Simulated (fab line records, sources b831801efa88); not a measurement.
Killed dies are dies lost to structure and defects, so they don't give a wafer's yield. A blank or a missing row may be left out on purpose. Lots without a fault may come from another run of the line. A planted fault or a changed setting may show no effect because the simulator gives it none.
Which tool did it? | flow gf180mcu | 11 lots, 33 wafers sampled, at 4 steps of a route of 602

WHAT THE GAUGES READ, wafer by wafer
GF_V1_CD_MEAS_14: target cd 260 nm. Usual: cd_nm 259.8 nm, standard deviation 1.1.
lot  | measured     | on        | cd_nm (nm)        | flag
L313 | day 18 00:27 | cd_sem-02 | 261.3 260.9 260.1 |
L314 | day 18 13:59 | cd_sem-01 | 258.8 260.0 259.0 |
L315 | day 18 14:50 | cd_sem-02 | 260.8 262.4 259.8 |
L320 | day 20 22:09 | cd_sem-01 | 253.0 252.4 253.4 | OFF
L321 | day 21 04:52 | cd_sem-02 | 260.9 259.8 259.1 |
L322 | day 21 17:12 | cd_sem-01 | 259.6 260.5 260.6 |
L325 | day 22 18:55 | cd_sem-01 | 257.0 255.0 257.3 | OFF
L326 | day 22 21:57 | cd_sem-01 | 260.1 259.6 260.4 |
L330 | day 24 11:45 | cd_sem-01 | 258.8 258.5 257.8 |
L331 | day 24 15:38 | cd_sem-01 | 260.5 260.3 260.6 |
L332 | day 25 04:58 | cd_sem-02 | 260.0 260.1 259.8 |

WHICH TOOL RAN EACH LOT (tool, then ch and the chambers of the sampled wafers, then the start)
lot  | GF_CONTACT_SPUTTER_23        | GF_M1_STRIP_17                       | GF_V1_EXPOSE_11
L313 | pvd_sputter-01, day 16 01:24 | plasma_asher-02 ch 0,1, day 17 00:26 | krf_scanner-02 ch 0, day 17 13:09
L314 | pvd_sputter-01, day 16 13:14 | plasma_asher-02 ch 0,1, day 17 13:13 | krf_scanner-02 ch 0, day 18 01:50
L315 | pvd_sputter-02, day 16 13:36 | plasma_asher-01 ch 0,1, day 17 13:32 | krf_scanner-01 ch 0, day 18 02:40
L320 | pvd_sputter-02, day 18 19:03 | plasma_asher-04 ch 0,1, day 19 20:31 | krf_scanner-01 ch 0, day 20 10:32
L321 | pvd_sputter-02, day 19 01:39 | plasma_asher-01 ch 0,1, day 20 03:26 | krf_scanner-02 ch 0, day 20 17:11
L322 | pvd_sputter-02, day 19 14:12 | plasma_asher-02 ch 0,1, day 20 15:58 | krf_scanner-02 ch 0, day 21 05:09
L325 | pvd_sputter-02, day 20 17:35 | plasma_asher-04 ch 0,1, day 21 18:28 | krf_scanner-01 ch 0, day 22 07:23
L326 | pvd_sputter-01, day 20 20:58 | plasma_asher-01 ch 0,1, day 21 21:13 | krf_scanner-02 ch 0, day 22 10:40
L330 | pvd_sputter-02, day 22 12:31 | plasma_asher-04 ch 0,1, day 23 11:59 | krf_scanner-02 ch 0, day 24 00:38
L331 | pvd_sputter-02, day 22 16:33 | plasma_asher-02 ch 0,1, day 23 16:04 | krf_scanner-02 ch 0, day 24 04:40
L332 | pvd_sputter-01, day 23 05:53 | plasma_asher-01 ch 0,1, day 24 05:29 | krf_scanner-02 ch 0, day 24 17:54
- GF_CONTACT_SPUTTER_23: material TiN, target thk 10 nm, time 40 s.
- GF_M1_STRIP_17: strips in O2/N2.
- GF_V1_EXPOSE_11: exposes mask Via1, target cd 260 nm.

WHAT THE TOOLS THEMSELVES READ (means of the sampled wafers that have a number; where no wafer has one, the mark that the record gives instead)
GF_CONTACT_SPUTTER_23. Usual: throttle_valve_pct 29.9 %, standard deviation 1.1.
lot  | tool           | throttle_valve_pct (%) | flag
L313 | pvd_sputter-01 | 29.6                   |
L314 | pvd_sputter-01 | 29.4                   |
L315 | pvd_sputter-02 | 30.3                   |
L320 | pvd_sputter-02 | 30.1                   |
L321 | pvd_sputter-02 | 30.4                   |
L322 | pvd_sputter-02 | 31.4                   |
L325 | pvd_sputter-02 | 31.4                   |
L326 | pvd_sputter-01 | 29.8                   |
L330 | pvd_sputter-02 | 30.5                   |
L331 | pvd_sputter-02 | 30.8                   |
L332 | pvd_sputter-01 | 29.7                   |

GF_M1_STRIP_17. Usual: drypump_motor_current_A 5.7 A, standard deviation 0.43; heater_power_w 309 W, standard deviation 35; o2_flow_sccm 3002 sccm, standard deviation 9.9; oes_product_au 0.558 a.u., standard deviation 0.0049; platen_temp_c 250.02 C, standard deviation 0.17; strip_time_to_endpoint_s 7.89 s, standard deviation 0.066.
lot  | tool            | drypump_motor_current_A (A) | heater_power_w (W) | o2_flow_sccm (sccm) | oes_product_au (a.u.) | platen_temp_c (C) | strip_time_to_endpoint_s (s) | flag
L313 | plasma_asher-02 | 5.9                         | 287                | 3000                | 0.560                 | 249.96            | 7.94                         |
L314 | plasma_asher-02 | 5.7                         | 299                | 3006                | 0.560                 | 249.98            | 7.90                         |
L315 | plasma_asher-01 | 6.0                         | 332                | 3017                | 0.562                 | 250.04            | 7.98                         |
L320 | plasma_asher-04 | 5.5                         | 311                | 2994                | 0.552                 | 250.06            | 7.78                         |
L321 | plasma_asher-01 | 6.1                         | 336                | 3009                | 0.556                 | 250.03            | 7.86                         |
L322 | plasma_asher-02 | 5.9                         | 290                | 2992                | 0.557                 | 249.92            | 7.82                         |
L325 | plasma_asher-04 | 5.3                         | 285                | 3009                | 0.560                 | 250.11            | 7.87                         |
L326 | plasma_asher-01 | 5.8                         | 329                | 2996                | 0.559                 | 249.87            | 7.88                         |
L330 | plasma_asher-04 | 5.3                         | 285                | 2994                | 0.558                 | 250.05            | 7.97                         |
L331 | plasma_asher-02 | 5.7                         | 290                | 2991                | 0.554                 | 250.01            | 7.84                         |
L332 | plasma_asher-01 | 5.8                         | 326                | 3005                | 0.560                 | 250.09            | 7.93                         |

GF_V1_EXPOSE_11. Usual: exposure_dose_mJ_cm2 37.97, standard deviation 0.045.
lot  | tool           | exposure_dose_mJ_cm2 | flag
L313 | krf_scanner-02 | 38.04                |
L314 | krf_scanner-02 | 37.97                |
L315 | krf_scanner-01 | 37.96                |
L320 | krf_scanner-01 | 36.52                | OFF
L321 | krf_scanner-02 | 37.99                |
L322 | krf_scanner-02 | 38.05                |
L325 | krf_scanner-01 | 36.79                | OFF
L326 | krf_scanner-02 | 37.96                |
L330 | krf_scanner-02 | 37.95                |
L331 | krf_scanner-02 | 38.01                |
L332 | krf_scanner-02 | 37.97                |

THE ANSWER, worked out from the rows above alone
Rule: a lot is off if the mean of its wafers that have a number lies more than 3 standard deviations from the usual mean. A lot without any number at a reading at which 4 lots or more have one is off too. The other lots that the step has rows for count as sound. The gauges are gone through in route order, then the tools' own readings, and for those a lot's mean is taken as printed above. The first step at which some lot is off is used, and at that step the reading that is off furthest; a lot without a number counts as furthest.
Off: L320, L325, at GF_V1_CD_MEAS_14 (cd_nm).
A tool fits if, at a process step before that reading, it ran every lot that is off, and no sound lot after the first of them. The gauges at GF_V1_CD_MEAS_14 aren't tried: what is off there is off at GF_V1_EXPOSE_11 too, on other tools, and a gauge's error can't cause that. One fits: krf_scanner-01 at GF_V1_EXPOSE_11. Its last sound lot is L315 (day 18 02:40), its first lot that is off L320 (day 20 10:32): a fault that began between those two fits.
The tool's own readings at GF_V1_EXPOSE_11 bear it out: on the lots that are off they differ by more than 5 times the standard deviation of the sound lots' means. exposure_dose_mJ_cm2 reads 36.66 there against 37.99 on the sound lots.

WHAT THE SIMULATOR HAD PUT IN
Process parameter drift: krf_scanner-01, from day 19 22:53 on, at GF_V1_EXPOSE_11. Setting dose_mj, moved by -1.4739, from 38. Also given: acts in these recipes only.
Lots struck among those shown: L320, L325. The rule above found the same.
